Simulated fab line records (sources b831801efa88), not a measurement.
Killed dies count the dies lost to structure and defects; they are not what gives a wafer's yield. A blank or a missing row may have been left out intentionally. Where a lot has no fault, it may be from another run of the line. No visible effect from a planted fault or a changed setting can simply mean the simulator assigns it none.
2 desks, one fault ; flow gf180mcu ; numbers are kept per desk, each desk with only its own; the story behind them comes last

FOR THE TOOL OWNER'S DESK: rie diel-04
The tool's own readings at GF_POLY_GATE_ETCH_12 (etches BARC in N2/H2): means of the sampled wafers that have a number, for each lot that ran on this tool. Any lot whose mean is over 4 standard deviations away from the usual mean is out of limits and marked OUT; that distance is given in the brackets.
Columns: A = drypump motor current A at GF_POLY_GATE_ETCH_12, usual 5.6 A; B = oes product au at GF_POLY_GATE_ETCH_12, usual 0.735 a.u.; C = rf fwd power W at GF_POLY_GATE_ETCH_12, usual 494.6 W; D = throttle valve pct at GF_POLY_GATE_ETCH_12, usual 13.214 %
lot;first seen here;A;B;C;D
L984;day 12 02:49;5.8;0.736;495.7;13.216
L985;day 12 10:37;5.2;0.738;295.9 (-99 or more) OUT;13.211
L986;day 12 12:52;5.6;0.734;294.2 (-99 or more) OUT;13.212
This desk's verdict: out of limits on L985, L986, starting with L985 at day 12 10:37 (rf fwd power W at GF_POLY_GATE_ETCH_12). L984: within limits.

METROLOGY DESK
What the gauges read for every lot (on any tool): the sampled wafers with a number, averaged. Any lot whose mean is over 4 standard deviations away from the usual mean is out of limits and marked OUT; that distance is given in the brackets.
Columns: A = POLY_GATE_CVD_00_THK at GF_POLY_GATE_THK_MEAS_01, usual 198.8 nm; B = cd nm at GF_POLY_GATE_CD_MEAS_10, usual 280.2 nm; C = POLY_GATE_OVL at GF_POLY_GATE_OVL_MEAS_11, usual 0 nm; D = POLY_GATE_OXIDATION_THK at GF_POLY_GATE_THK_MEAS_17, usual 3.99 nm; E = cd nm at GF_POLY_GATE_CD_MEAS_18, usual 280.5 nm
lot;first seen here;A;B;C;D;E
L976;day 8 08:40;198.6;279.3;0;4.07;279.1
L984;day 11 08:12;198.4;280.0;-3;4.01;279.8
L985;day 11 15:52;197.6;281.1;1;3.99;285.1
L986;day 11 18:30;200.6;280.5;2;3.97;286.2
L994;day 13 17:47;198.6;280.9;5;3.93;280.5
L999;day 15 08:07;198.4;281.0;4;3.97;280.5
Result from this desk: across the 6 lots, nothing is out of limits.

TAKEN TOGETHER
At day 12 10:37, on L985, L986, the tool owner's desk was in a position to raise an alarm.
The metrology desk saw nothing out of limits.
The metrology desk has L985, L986 on record, within its limits.
All the named lots went through GF_POLY_GATE_ETCH_12 on rie diel-04.

WHAT HAD BEEN PUT IN BY THE SIMULATOR
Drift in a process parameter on rie diel-04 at GF_POLY_GATE_ETCH_12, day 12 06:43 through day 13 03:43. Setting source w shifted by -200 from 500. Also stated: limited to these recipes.
Shown lots that were struck: L985, L986.
Each desk's first reading out of limits, in hours after the fault started: the tool owner's desk, 4.
